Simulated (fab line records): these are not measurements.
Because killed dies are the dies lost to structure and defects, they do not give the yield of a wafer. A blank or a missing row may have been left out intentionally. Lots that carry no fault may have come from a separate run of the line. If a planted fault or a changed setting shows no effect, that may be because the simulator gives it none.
Chamber matching | flow sky130 | 4 sister chambers for SKY_VIA2_CMP_02 on cmp-01
The step polishes SiO2. 7 wafers are shown with their chamber, then 8 later ones without.

## WAFERS PAIRED WITH THEIR CHAMBERS
wafer  | chamber | motor-current-A (A) | head-pressure-psi (psi)
L194.1 | 2       | 10.6                | 4.005
L195.3 | 0       | 11.5                | 4.005
L196.5 | 0       | 10.8                | 4.001
L206.2 | 1       | 13.1                | 4.006
L206.3 | 3       | 12.8                | 4.007
L206.6 | 3       | 12.5                | 3.992
L207.2 | 1       | 13.7                | 4.010

## WAFERS WITHOUT THEIR CHAMBER
wafer  | motor-current-A (A) | head-pressure-psi (psi)
L207.3 | 10.8                | 4.002
L207.5 | 11.2                | 4.005
L214.2 | 12.2                | 4.005
L214.5 | 11.7                | 3.995
L214.6 | 13.4                | 4.008
L215.1 | 11.5                | 4.001
L215.2 | 12.3                | 4.001
L215.6 | 11.2                | 3.991

## CHAMBER TAKEN BY EACH
wafer  | from the rows above          | in truth
L207.3 | can't be placed: 2 or 0      | 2
L207.5 | can't be placed: 0 or 2      | 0
L214.2 | can't be placed: 3 or 0 or 1 | 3
L214.5 | can't be placed: 0 or 3 or 2 | 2
L214.6 | 1                            | 1
L215.1 | can't be placed: 0 or 2 or 3 | 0
L215.2 | 3                            | 3
L215.6 | can't be placed: 0 or 2      | 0
Placed correctly: 2 of 8. Not placeable from these rows: 6 (in 6, the candidates include the true chamber). 0 placed wrongly.
How it was worked out, from the rows above alone: a wafer's distance from a chamber is the root of the sum, over the readings, of the square of ((its reading less the chamber's mean) divided by the reading's scatter). If the next closest chamber is less than 2 further off than the closest, the wafer can't be placed; otherwise it belongs to the closest. Each chamber's mean is taken over the wafers shown for it. The scatter is the square root of a quotient: the sum, over the shown wafers, of each reading's squared deviation from its chamber's mean, divided by wafers minus chambers.
